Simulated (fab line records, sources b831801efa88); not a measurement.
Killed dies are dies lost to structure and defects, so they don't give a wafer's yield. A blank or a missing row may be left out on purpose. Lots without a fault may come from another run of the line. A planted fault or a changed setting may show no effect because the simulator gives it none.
One fault seen from 2 desks | flow gf180mcu | each desk has only its own numbers; what lay behind them comes last

THE METROLOGY DESK
What the gauges read, lot by lot, whatever tool the lot ran on: means of the sampled wafers that have a number. A lot is out of limits, marked OUT, if its mean lies more than 4 standard deviations from the usual mean; the brackets give that distance.
Columns: A = HV_LDD_03_OVL at GF_HV_LDD_OVL_MEAS_47, usual 0.4 nm
lot  | first seen here | A
L980 | day 12 03:18    | 0.7
L981 | day 12 10:04    | 1.1
L984 | day 13 06:21    | -0.4
L985 | day 13 13:52    | -0.7
L986 | day 13 20:08    | 2.5
L987 | day 14 05:21    | 0.8
L989 | day 15 05:15    | 0.4
L990 | day 15 05:58    | -0.6
L991 | day 15 12:38    | -0.3
L993 | day 16 15:08    | 0.8
L101 | day 19 06:09    | 1.9
L102 | day 19 06:26    | 1.0
L103 | day 19 21:36    | 2.2
This desk's finding: nothing out of limits on any of the 13 lots.

THE TOOL OWNER'S DESK: implanter-01
The tool's own readings at GF_PSD_IMPLANT_09: means of the sampled wafers that have a number, for each lot that ran on this tool. A lot is out of limits, marked OUT, if its mean lies more than 4 standard deviations from the usual mean; the brackets give that distance.
Columns: A = dose_ions_cm2 at GF_PSD_IMPLANT_09, usual 1.5e+15
lot  | first seen here | A
L981 | day 14 11:29    | 1.5e+15
L984 | day 15 05:44    | 1.5e+15
L101 | day 21 11:14    | 1.5e+15
L102 | day 21 11:32    | 1.5e+15 (+29) OUT
L103 | day 22 00:55    | 1.5e+15 (+29) OUT
This desk's finding: out of limits on L102, L103; first on L102, day 21 11:32 (dose_ions_cm2 at GF_PSD_IMPLANT_09). In limits: L981, L984, L101.

PUT TOGETHER
The tool owner's desk could have raised an alarm at day 21 11:32, on L102, L103.
The metrology desk saw nothing out of limits.
The metrology desk has L102, L103 on record, within its limits.
Of the lots named, all ran GF_PSD_IMPLANT_09 on implanter-01.

WHAT THE SIMULATOR HAD PUT IN
Process parameter drift: implanter-01, from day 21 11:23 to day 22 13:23, at GF_PSD_IMPLANT_09. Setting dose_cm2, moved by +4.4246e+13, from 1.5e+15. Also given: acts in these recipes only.
Lots struck among those shown: L102, L103.
Hours from the fault's start to each desk's first reading out of limits: the tool owner's desk, 0.
